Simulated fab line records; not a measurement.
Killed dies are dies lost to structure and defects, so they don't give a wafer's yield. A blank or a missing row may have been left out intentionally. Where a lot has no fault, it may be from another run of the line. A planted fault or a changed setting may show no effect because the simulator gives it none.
Comparing a struck lot with a sound one || flow gf180mcu || 44 steps out of a route of 602
Sound: these wafers, L740.1, L740.2, L740.3. Struck: wafer L753.6. (L753.3, L753.4 of the same lot were not struck and are left out.) The cause comes at the end.
Per side, at each step with rows, come the tool, then ch with its chambers, and then its first start. Under that, the readings that differ: sound wafers || struck wafers || difference of the means || sigmas: that difference in standard deviations of wafers without a fault.
alike: readings whose means differ by less than 2 such deviations, and words and numbers that are the same on both sides. not compared: withheld readings, readings that some wafer has no value for, bounds like >300 that may hide the same value, and numbers for which the record gives no deviation and whose values overlap.
Wherever a step has rows on one side only, a row that says differs or no value, or a row with sigmas, the two part there. When numbers do not overlap yet have no deviation, they are printed without sigmas and do not part them. Lack of a reading on every wafer of one side parts them only where that side has two or more wafers.

first, 2 steps without rows for these wafers: GF_CONTACT_CLEAN_20 (cleans in DIW); GF_CONTACT_CLEAN_21 (cleans in dHF, time 20 s).
GF_CONTACT_SPUTTER_22: material Ti, target thk 15 nm, time 80.02 s.
  sound: pvd sputter-03 at day 16 09:48; struck: pvd sputter-01 at day 21 20:53
  alike: throttle valve pct
then, 2 steps without rows for these wafers: GF_CONTACT_SPUTTER_23 (material TiN, target thk 10 nm, time 40 s); GF_CONTACT_CVD_24 (deposits W, target thk 300 nm, time 90.339 s).
GF_CONTACT_RS_MEAS_25: the measuring method here is four-point-probe.
  sound: film metro-02 at day 16 10:00; struck: film metro-02 at day 21 21:08
{"reading": "CONTACT_W_RS (ohm/sq)", "sound": "0.379 0.388 0.380", "struck": 0.390, "difference": "+0.008", "sigmas": "+2"}
GF_CONTACT_THK_MEAS_26: measures by xrf.
  sound: film metro-02 at day 16 10:07; struck: film metro-02 at day 21 21:14
  alike: CONTACT_W_THK
then, 2 steps without rows for these wafers: GF_CONTACT_CMP_27 (polishes, stops on SiO2, t overpolish 15 s, target thk 0 nm); GF_M1_SPUTTER_00 (material Ti, target thk 37.5 nm, time 150 s).
GF_M1_SPUTTER_01: material TiN, target thk 30 nm, time 25 s.
  sound: pvd sputter-01 at day 16 10:35; struck: pvd sputter-02 at day 21 21:40
  alike: throttle valve pct
GF_M1_SPUTTER_02: material AlCu, target thk 450 nm, time 23.9 s.
  sound: pvd sputter-01 at day 16 10:37; struck: pvd sputter-02 at day 21 21:42
  alike: throttle valve pct
then, 1 step without rows for these wafers: GF_M1_SPUTTER_03 (material Ti, target thk 10 nm, time 6.7 s).
GF_M1_SPUTTER_04: material TiN, target thk 50 nm, time 41.7 s.
  sound: pvd sputter-01 at day 16 10:40; struck: pvd sputter-02 at day 21 21:45
{"reading": "model.TiN_of_M1_SPUTTER_04.thk nm (nm)", "sound": "49.37 49.95 49.87", "struck": 46.08, "difference": -3.65, "sigmas": ""}
  alike: throttle valve pct
GF_M1_RS_MEAS_05: the measuring method here is four-point-probe.
  sound: film metro-01 at day 16 10:42; struck: film metro-04 at day 21 21:50
  alike: M1_ALCU_RS
GF_M1_THK_MEAS_06: measures by xrf.
  sound: film metro-01 at day 16 10:49; struck: film metro-04 at day 21 21:56
{"reading": "M1_ALCU_THK (nm)", "sound": "440 445 440", "struck": 457, "difference": "+15", "sigmas": "+3"}
then, 7 steps without rows for these wafers: GF_M1_DEHYDRATE_07 (time 60 s); GF_M1_HMDS_08 (prime time 60 s); GF_M1_COAT_09 (resist thk 1000 nm); GF_M1_SOFTBAKE_10 (time 60 s); GF_M1_EXPOSE_11 (exposes mask Metal1, target cd 230 nm); GF_M1_PEB_12 (peb time 90 s); GF_M1_DEVELOP_13 (develop time 60 s).
GF_M1_CD_MEAS_14: the cd target is 230 nm.
  sound: cd sem-01 at day 17 09:05; struck: cd sem-01 at day 22 20:39
  alike: cd nm
GF_M1_OVL_MEAS_15:
  sound: overlay-02 at day 17 09:13; struck: overlay-01 at day 22 20:44
  alike: M1_OVL
GF_M1_METAL_ETCH_16: etches the open film in Cl2/BCl3, stops on SiO2, target depth 750.8 nm, time 125.1 s.
  sound on rie metal-02 ch 0,1, day 17 09:14; struck on rie metal-02 ch 0, day 22 20:49
  alike: drypump motor current A, oes product au, throttle valve pct
  not compared: rf hours counter h
then, 4 steps without rows for these wafers: GF_M1_STRIP_17 (strips in O2/N2); GF_M1_STRIP_18 (strips in post etch residue remover, time 1200 s); GF_M1_CLEAN_19 (cleans in DIW); GF_V1_CVD_00 (deposits SiO2, target thk 600 nm, time 100 s).
GF_V1_THK_MEAS_01:
  sound: film metro-01 at day 17 10:07; struck: film metro-02 at day 22 21:33
  alike: V1_CVD_00_THK
then, 1 step without rows for these wafers: GF_V1_CVD_02 (deposits SiO2 from TEOS, target thk 850 nm, time 94.851 s).
GF_V1_THK_MEAS_03:
  sound: film metro-02 at day 17 10:15; struck: film metro-02 at day 22 21:41
{"reading": "V1_CVD_02_THK (nm)", "sound": "836 842 839", "struck": 868, "difference": "+29", "sigmas": "+2"}
GF_V1_CMP_04: polishes SiO2.
  sound on cmp-01 ch 0,1,3, day 17 10:20; struck on cmp-01 ch 3, day 22 21:46
{"reading": "time to endpoint s (s)", "sound": "74 79 74", "struck": 88, "difference": "+12", "sigmas": "+2"}
  alike: motor current A
GF_V1_BOW_MEAS_05:
  sound: film metro-02 at day 17 10:38; struck: film metro-01 at day 22 22:04
  alike: V1_BOW
then, 8 steps without rows for these wafers: GF_V1_DEHYDRATE_06 (time 60 s); GF_V1_HMDS_07 (prime time 60 s); GF_V1_COAT_08; GF_V1_COAT_09 (resist thk 1000 nm); GF_V1_SOFTBAKE_10 (time 60 s); GF_V1_EXPOSE_11 (exposes mask Via1, target cd 260 nm); GF_V1_PEB_12 (peb time 90 s); GF_V1_DEVELOP_13 (develop time 60 s).
GF_V1_STRIP_19: strips in post etch residue remover, time 1200 s.
  sound on wet bench-01 ch 0, day 18 11:09; struck on wet bench-01 ch 2, day 23 20:36
{"reading": "model.TiN_of_M1_SPUTTER_04.thk nm (nm)", "sound": "48.53 49.11 49.03", "struck": 45.24, "difference": -3.65, "sigmas": ""}
next, for these wafers, 1 step has no rows: GF_PASSIVATION_PROBE_99.

## WHERE THEY PART
Last at GF_V1_CMP_04 as far as this record goes, first at GF_CONTACT_RS_MEAS_25. Later steps at which nothing parts them and some readings are alike: GF_V1_BOW_MEAS_05.

WHY: the cause the simulator had injected
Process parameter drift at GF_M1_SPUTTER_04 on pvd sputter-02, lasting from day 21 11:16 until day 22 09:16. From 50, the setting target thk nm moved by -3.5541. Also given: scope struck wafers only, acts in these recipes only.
